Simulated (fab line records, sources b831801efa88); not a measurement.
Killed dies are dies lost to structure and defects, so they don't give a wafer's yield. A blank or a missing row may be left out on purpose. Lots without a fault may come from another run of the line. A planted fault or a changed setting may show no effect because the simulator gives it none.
A struck lot beside a sound one | flow sky130 | 15 steps out of a route of 708
Sound: wafers L384.3, L384.5, L384.6. Struck: wafer L376.1. (L376.4, L376.6 of the same lot were not struck and are left out.) The cause comes at the end.
At each step with rows: each side's tool, then ch and its chambers, then its first start. Under that, the readings that differ: sound wafers | struck wafers | difference of the means | sigmas: that difference in standard deviations of wafers without a fault.
alike: readings whose means differ by less than 2 such deviations, and words and numbers that are the same on both sides. not compared: withheld readings, readings that some wafer has no value for, bounds like >300 that may hide the same value, and numbers for which the record gives no deviation and whose values overlap.
The two part at a step that has a row with sigmas, a row that says differs or no value, or rows on one side only. Numbers that don't overlap but have no deviation are shown without sigmas and don't part them. A reading that every wafer of one side lacks parts them only if that side has two wafers or more.

first, 4 steps without rows for these wafers: SKY_VIA1_SOFTBAKE_08 (time 90 s); SKY_VIA1_EXPOSE_09 (exposes mask VIM, target cd 150 nm); SKY_VIA1_PEB_10; SKY_VIA1_DEVELOP_11 (develop time 60 s).
SKY_VIA1_CD_MEAS_12: target cd 150 nm.
  sound on cd_sem-02, day 37 19:04; struck on cd_sem-01, day 36 01:29
  alike: cd_nm
SKY_VIA1_OVL_MEAS_13:
  sound on overlay-02, day 37 19:10; struck on overlay-02, day 36 01:36
  alike: VIA1_OVL
SKY_VIA1_ETCH_14: etches BARC in N2/H2, stops on SiO2, time 45.9 s, target depth 60 nm.
  sound on rie_diel-04 ch 0,1,2, day 37 19:11; struck on rie_diel-02 ch 2, day 36 01:38
  alike: chamber_pressure_mTorr, drypump_motor_current_A, oes_product_au, throttle_valve_pct
  not compared: rf_hours_counter_h
SKY_VIA1_ETCH_15: etches SiO2 in C4F8/O2/Ar, stops on TiN, target depth 351 nm, time 54 s.
  sound on rie_diel-04 ch 0,1,2, day 37 19:13; struck on rie_diel-02 ch 2, day 36 01:40
  alike: chamber_pressure_mTorr, oes_product_au
  not compared: rf_hours_counter_h
SKY_VIA1_STRIP_16: strips in O2/N2.
  sound on plasma_asher-01 ch 0,1, day 37 19:18; struck on plasma_asher-01 ch 1, day 36 01:43
  reading                | sound | struck | difference                   | sigmas
  rf_hours_counter_h (h) | - - - | 99     | no value on the sound wafers |
  alike: chamber_pressure_mTorr, drypump_motor_current_A, oes_product_au, strip_time_to_endpoint_s
then, 3 steps without rows for these wafers: SKY_VIA1_STRIP_17 (strips in post etch residue remover, time 1200 s); SKY_VIA1_CLEAN_18 (cleans in IPA, time 180 s); SKY_VIA1_CLEAN_19 (cleans in O3/DIW).
SKY_VIA1_SPUTTER_20: material TiN, target thk 20 nm, time 80 s.
  sound on pvd_sputter-01, day 37 19:52; struck on pvd_sputter-02, day 36 02:21
  reading                                  | sound             | struck | difference | sigmas
  throttle_valve_pct (%)                   | 31.2 31.2 30.5    | 29.0   | -2.0       | -2
  model.TiN_of_VIA1_SPUTTER_20.thk_nm (nm) | 20.08 20.14 19.93 | 21.84  | +1.79      |
SKY_VIA1_CVD_21: deposits W, target thk 270 nm, time 80.902 s.
  sound on cvd_w-02 ch 0,1, day 37 19:57; struck on cvd_w-01 ch 0, day 36 02:25
  reading            | sound       | struck | difference | sigmas
  heater_power_w (W) | 931 880 941 | 761    | -156       | -3
  alike: heater_power_outer_w
then, 1 step without rows for these wafers: SKY_PAD_OPEN_PROBE_99.

WHERE THEY PART
First at SKY_VIA1_STRIP_16; last, within this record, at SKY_VIA1_CVD_21.

WHY: what the simulator had put in
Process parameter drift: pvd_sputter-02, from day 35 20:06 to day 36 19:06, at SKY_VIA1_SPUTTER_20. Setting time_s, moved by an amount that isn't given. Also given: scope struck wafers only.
